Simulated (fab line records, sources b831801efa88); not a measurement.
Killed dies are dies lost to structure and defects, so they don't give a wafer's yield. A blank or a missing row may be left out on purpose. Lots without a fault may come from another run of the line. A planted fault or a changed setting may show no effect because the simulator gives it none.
Which tool did it? | flow gf180mcu | 11 lots, 33 wafers sampled, at 3 steps of a route of 602

WHAT THE GAUGES READ, wafer by wafer
GF_MIM_RS_MEAS_10: measures by four-point-probe.
lot  | measured     | on            | MIM_ALCU_RS (ohm/sq)
L748 | day 24 08:16 | film_metro-04 | 0.1607 0.1599 0.1616
L752 | day 25 15:53 | film_metro-01 | 0.1597 0.1616 0.1593
L757 | day 27 19:36 | film_metro-02 | 9.4330 9.5282 9.4644
L758 | day 28 00:49 | film_metro-04 | 9.4921 9.4570 9.4518
L761 | day 28 17:55 | film_metro-02 | 0.1615 0.1609 0.1622
L763 | day 29 11:47 | film_metro-02 | 0.1602 0.1616 0.1591
L764 | day 29 20:33 | film_metro-01 | 0.1605 0.1593 0.1579
L765 | day 30 00:52 | film_metro-02 | 0.1588 0.1591 0.1596
L767 | day 30 10:32 | film_metro-01 | 0.1615 0.1639 0.1633
L768 | day 30 18:34 | film_metro-02 | 0.1607 0.1595 0.1607
L771 | day 31 07:52 | film_metro-02 | 0.1604 0.1600 0.1591

WHICH TOOL RAN EACH LOT (tool, then ch and the chambers of the sampled wafers, then the start)
lot  | GF_V4_CVD_23                  | GF_MIM_SPUTTER_08
L748 | cvd_w-01 ch 0,1, day 24 07:14 | pvd_sputter-03, day 24 08:11
L752 | cvd_w-01 ch 0,1, day 25 14:46 | pvd_sputter-04, day 25 15:46
L757 | cvd_w-01 ch 0,1, day 27 18:35 | pvd_sputter-03, day 27 19:31
L758 | cvd_w-01 ch 0,1, day 27 23:49 | pvd_sputter-04, day 28 00:46
L761 | cvd_w-01 ch 0,1, day 28 16:55 | pvd_sputter-01, day 28 17:52
L763 | cvd_w-01 ch 0,1, day 29 10:45 | pvd_sputter-04, day 29 11:40
L764 | cvd_w-02 ch 0, day 29 19:32   | pvd_sputter-04, day 29 20:29
L765 | cvd_w-01 ch 0,1, day 29 23:52 | pvd_sputter-04, day 30 00:49
L767 | cvd_w-02 ch 0,1, day 30 09:31 | pvd_sputter-04, day 30 10:29
L768 | cvd_w-02 ch 0,1, day 30 17:26 | pvd_sputter-01, day 30 18:31
L771 | cvd_w-02 ch 0,1, day 31 06:49 | pvd_sputter-04, day 31 07:44
- GF_V4_CVD_23: deposits W, target thk 350 nm, time 104.9 s.
- GF_MIM_SPUTTER_08: material AlCu, target thk 200 nm, time 10.6 s.

THE ANSWER, worked out from the rows above alone
Rule: what is usual is taken from the lots themselves. Put in order of their means at a reading, lots are off if they are a third of the lots or fewer, leave a main group of 4 or more, and stand apart from it by a gap of 3 or more times the standard deviation of the main group's means; of several such gaps the widest counts. A main group whose means are all the same, to the digits that the tables above print for the reading, isn't used. A lot without any number at a reading at which 4 lots or more have one is off too. The other lots that the step has rows for count as sound.
Off: L757, L758, at GF_MIM_RS_MEAS_10 (MIM_ALCU_RS). The main group: mean 0.1605 ohm/sq, standard deviation 0.0011.
A tool fits if, at a process step before that reading, it ran every lot that is off, and no sound lot after the first of them. The gauges at GF_MIM_RS_MEAS_10 are tried like those tools. None of those tried fits.

WHAT THE SIMULATOR HAD PUT IN
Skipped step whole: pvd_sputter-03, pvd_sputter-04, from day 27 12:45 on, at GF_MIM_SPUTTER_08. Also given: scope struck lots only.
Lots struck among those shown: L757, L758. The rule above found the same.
